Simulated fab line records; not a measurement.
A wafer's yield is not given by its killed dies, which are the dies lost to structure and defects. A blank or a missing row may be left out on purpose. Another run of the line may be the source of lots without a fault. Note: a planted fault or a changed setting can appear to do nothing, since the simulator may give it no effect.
Chamber matching ; flow sky130 ; SKY_LI_CONTACT_CMP_24 on cmp-02 has 4 sister chambers
The step polishes, stops on PSG, t overpolish 20 s, target thk 0 nm. 8 wafers are shown with their chamber, then 12 later ones without.

== WAFERS, EACH WITH ITS CHAMBER ==
wafer;chamber;motorCurrentA (A);timeToEndpointS (s)
L087.2;0;11.5;103
L087.5;0;12.0;105
L087.1;3;9.9;107
L087.4;2;11.1;104
L087.6;1;10.9;95
L088.1;3;9.5;99
L088.3;1;10.9;93
L088.4;2;11.1;95

== WAFERS WITH NO CHAMBER GIVEN ==
wafer;motorCurrentA (A);timeToEndpointS (s)
L090.2;9.6;100
L090.4;10.9;95
L090.6;10.8;95
L093.1;11.0;99
L093.2;9.9;102
L093.4;10.8;93
L093.3;11.9;96
L093.5;11.0;95
L093.6;9.8;100
L097.1;11.7;102
L097.4;10.9;96
L097.6;11.3;99

== WHICH CHAMBER EACH WENT THROUGH ==
wafer;from the rows above;in truth
L090.2;3;3
L090.4;can't be placed: 1 or 2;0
L090.6;can't be placed: 1 or 2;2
L093.1;can't be placed: 2 or 1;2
L093.2;3;3
L093.4;can't be placed: 1 or 2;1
L093.3;can't be placed: 0 or 2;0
L093.5;can't be placed: 1 or 2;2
L093.6;3;3
L097.1;0;0
L097.4;can't be placed: 1 or 2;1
L097.6;can't be placed: 2 or 1 or 0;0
Correct placement for 4 of the 12. Not placeable from these rows: 8 (in 7, the candidates include the true chamber). 0 placed wrongly.
How it was worked out, from the rows above alone: a wafer's distance from a chamber is the root of the sum, over the readings, of the square of ((its reading less the chamber's mean) divided by the reading's scatter). The wafer belongs to the nearest chamber; if the next one is less than 2 further off, it can't be placed. Each chamber's mean is taken over the wafers shown for it. The scatter: the root of (the sum of the squares of (reading less its chamber's mean) over the shown wafers, divided by (wafers less chambers)).
